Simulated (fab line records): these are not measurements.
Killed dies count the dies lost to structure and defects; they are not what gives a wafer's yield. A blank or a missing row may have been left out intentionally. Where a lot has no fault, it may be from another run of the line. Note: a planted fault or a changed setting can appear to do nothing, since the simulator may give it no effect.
Split-lot study | flow gf180mcu | 27 wafers read across 5 lots, on a route 602 steps long

## THE SPLIT ITSELF
At GF_V3_SPUTTER_22 (material TiN, target thk 10 nm, time 40 s), the setting timeS was moved away from the recipe's 40 s on 12 of the 27 wafers read, by -53.4% to +43.5%. The other wafers ran this setting at the recipe's value.

The reading comes from the split's own step.

## THE READING
TiN_of_V3_SPUTTER_22.thkNm (the simulator's own value, which no gauge read), in nm, at GF_V3_SPUTTER_22 (material TiN, target thk 10 nm, time 40 s). The file gives no usual value for it. Average 10.078 nm, standard deviation 0.1 nm, over the 15 wafers here run with the recipe.

wafer  | tool, chamber at the split | timeS as run, s | against the recipe | TiN_of_V3_SPUTTER_22.thkNm, nm | against lot-mates on the recipe
L074.1 | pvdSputter-02, -           | 55.96           | +39.9%             | 13.98                          | +3.963
L074.2 | pvdSputter-02, -           | 40              | recipe             | 10.06                          | -
L074.3 | pvdSputter-02, -           | 40              | recipe             | 9.98                           | -
L074.4 | pvdSputter-02, -           | 55.96           | +39.9%             | 13.95                          | +3.933
L074.5 | pvdSputter-02, -           | 55.96           | +39.9%             | 13.97                          | +3.953
L074.6 | pvdSputter-02, -           | 40              | recipe             | 10.01                          | -
L078.1 | pvdSputter-04, -           | 21.27           | -46.8%             | 5.276                          | -4.675
L078.2 | pvdSputter-04, -           | 40              | recipe             | 9.888                          | -
L078.3 | pvdSputter-04, -           | 21.27           | -46.8%             | 5.275                          | -4.676
L078.4 | pvdSputter-04, -           | 40              | recipe             | 10.01                          | -
L078.5 | pvdSputter-04, -           | 21.27           | -46.8%             | 5.261                          | -4.690
L078.6 | pvdSputter-04, -           | 40              | recipe             | 9.956                          | -
L079.2 | pvdSputter-02, -           | 40              | recipe             | 10.04                          | -
L079.4 | pvdSputter-02, -           | 40              | recipe             | 10.13                          | -
L079.6 | pvdSputter-02, -           | 40              | recipe             | 10.09                          | -
L082.1 | pvdSputter-03, -           | 57.42           | +43.5%             | 14.51                          | +4.363
L082.2 | pvdSputter-03, -           | 57.42           | +43.5%             | 14.37                          | +4.223
L082.3 | pvdSputter-03, -           | 40              | recipe             | 10.17                          | -
L082.4 | pvdSputter-03, -           | 57.42           | +43.5%             | 14.45                          | +4.303
L082.5 | pvdSputter-03, -           | 40              | recipe             | 10.25                          | -
L082.6 | pvdSputter-03, -           | 40              | recipe             | 10.02                          | -
L084.1 | pvdSputter-03, -           | 40              | recipe             | 10.18                          | -
L084.2 | pvdSputter-03, -           | 18.63           | -53.4%             | 4.753                          | -5.434
L084.3 | pvdSputter-03, -           | 18.63           | -53.4%             | 4.642                          | -5.545
L084.4 | pvdSputter-03, -           | 40              | recipe             | 10.13                          | -
L084.5 | pvdSputter-03, -           | 40              | recipe             | 10.25                          | -
L084.6 | pvdSputter-03, -           | 18.63           | -53.4%             | 4.67                           | -5.517

THE FIT
A straight line over all 27 wafers: TiN_of_V3_SPUTTER_22.thkNm changes by +0.101 nm for each +1% of timeS; r = +1.00; the points scatter about the line by 0.096 nm.
The same after taking each lot's own level away (the mean of its wafers on the recipe; 27 wafers): +0.1 nm for each +1%; r = +1.00; scatter 0.072 nm.
On that fit, the largest move of timeS shifts the reading by 5.4 nm.
Measured against the standard deviation above, the lots' own levels, which go from 9.9513 to 10.1867 nm, span 2.3 times it.
So the lot-to-lot level changes the slope little: the two slopes agree.
Check: for one of the wafers moved furthest among these (-53.4%), held out of the fit, the line's prediction against its lot-mates is -5.39 nm. It came out at -5.43 nm against them.

## THE OTHER SPLITS THESE WAFERS WENT THROUGH
Other splits were also applied to these wafers ahead of the reading. Each is held against what the fit with the lots' levels taken away leaves over:
other split on the same wafers | wafers away from the commonest value | r with TiN_of_V3_SPUTTER_22.thkNm (lot level and that fit taken away)
GF_POLY_GATE_ETCH_13 timeS     | 12                                   | -0.08
GF_PSD_DEVELOP_06 developTimeS | 6                                    | +0.10
GF_SAB_DEVELOP_08 developTimeS | 9                                    | -0.30
GF_V1_CVD_02 timeS             | 6                                    | -0.26
GF_M2_SPUTTER_02 timeS         | 9                                    | +0.17
GF_V2_SPUTTER_22 timeS         | 6                                    | -0.37

## THE FILE'S OWN FIT
TiN_of_V3_SPUTTER_22.thkNm changes by +0.101 nm for each +1% of timeS, r = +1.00.
